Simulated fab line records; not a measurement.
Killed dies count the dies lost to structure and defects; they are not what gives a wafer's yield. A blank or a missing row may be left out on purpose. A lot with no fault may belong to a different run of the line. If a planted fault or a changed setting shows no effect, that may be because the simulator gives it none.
Which tool is to blame? | flow sky130 | Sampling: 14 lots, 42 wafers, 2 of 708 route steps

## WHAT EACH GAUGE READ, for each wafer
SKY_LI_CONTACT_OVL_MEAS_13. Usual: LI_CONTACT_OVL gives -4 nm (standard deviation 6.2).
lot  | measured     | on         | LI_CONTACT_OVL (nm) | flag
L171 | day 29 01:27 | overlay-01 | -7 -16 -16          |
L172 | day 29 10:22 | overlay-01 | -4 -3 4             |
L174 | day 30 01:09 | overlay-02 | -12 -8 -2           |
L176 | day 30 22:48 | overlay-02 | -7 -6 -13           |
L177 | day 31 00:51 | overlay-02 | -4 -1 -3            |
L178 | day 31 11:55 | overlay-02 | 4 3 13              |
L187 | day 34 15:26 | overlay-01 | -14 -6 -16          |
L189 | day 35 08:46 | overlay-02 | 0 -11 -6            |
L188 | day 35 12:52 | overlay-02 | -2 -2 3             |
L190 | day 35 19:52 | overlay-01 | -3 -11 -9           |
L191 | day 35 22:01 | overlay-01 | 5 13 3              |
L192 | day 36 03:09 | overlay-01 | -18 0 -1            |
L193 | day 36 08:23 | overlay-01 | 2 5 -1              |
L194 | day 36 13:46 | overlay-01 | 1 -4 -3             |

SKY_LOCAL_INTERCONNECT_OVL_MEAS_12. Usual: LOCAL_INTERCONNECT_OVL gives 0 nm (standard deviation 5.7).
lot  | measured     | on         | LOCAL_INTERCONNECT_OVL (nm) | flag
L171 | day 30 06:34 | overlay-01 | -1 -3 -11                   |
L172 | day 30 15:31 | overlay-01 | 0 -4 3                      |
L174 | day 31 06:18 | overlay-02 | 1 9 4                       |
L176 | day 32 03:41 | overlay-02 | -2 2 8                      |
L177 | day 32 06:04 | overlay-02 | -1 7 3                      |
L178 | day 32 16:04 | overlay-01 | -3 3 2                      |
L187 | day 35 20:13 | overlay-02 | 2 -1 2                      |
L189 | day 36 12:19 | overlay-02 | -2 -3 -7                    |
L188 | day 36 16:32 | overlay-01 | -6 -1 -9                    |
L190 | day 36 23:19 | overlay-02 | 10 8 3                      |
L191 | day 37 01:40 | overlay-02 | 3 -3 7                      |
L192 | day 37 05:40 | overlay-01 | 7 9 7                       |
L193 | day 37 12:10 | overlay-01 | -10 0 1                     |
L194 | day 37 16:55 | overlay-01 | -14 -9 -10                  |

## WHICH TOOL RAN EACH LOT (tool, then ch and the chambers of the sampled wafers, then the start)
The record holds no process step before these readings.

## AS READ BY THE TOOLS THEMSELVES (means over the sampled wafers that have a number; for cases with no such wafer, the mark the record gives instead)
The record holds no such reading with a usual standard deviation.

## THE ANSWER, worked out from the rows above alone
Rule: take the mean of a lot's wafers that have a number; if it is more than 3 standard deviations from the usual mean, the lot is off. A lot without any number at a reading at which 4 lots or more have one is off too. Any other lot the step has rows for is counted as sound. First the gauges in route order, then the tools' own readings, where a lot's mean is used as printed above. At the first step where some lot is off, the reading lying furthest off is the one used; lots without a number count as furthest.
None of the lots is off at any reading shown; this tells nothing.

## WHAT THE SIMULATOR HAD PUT IN
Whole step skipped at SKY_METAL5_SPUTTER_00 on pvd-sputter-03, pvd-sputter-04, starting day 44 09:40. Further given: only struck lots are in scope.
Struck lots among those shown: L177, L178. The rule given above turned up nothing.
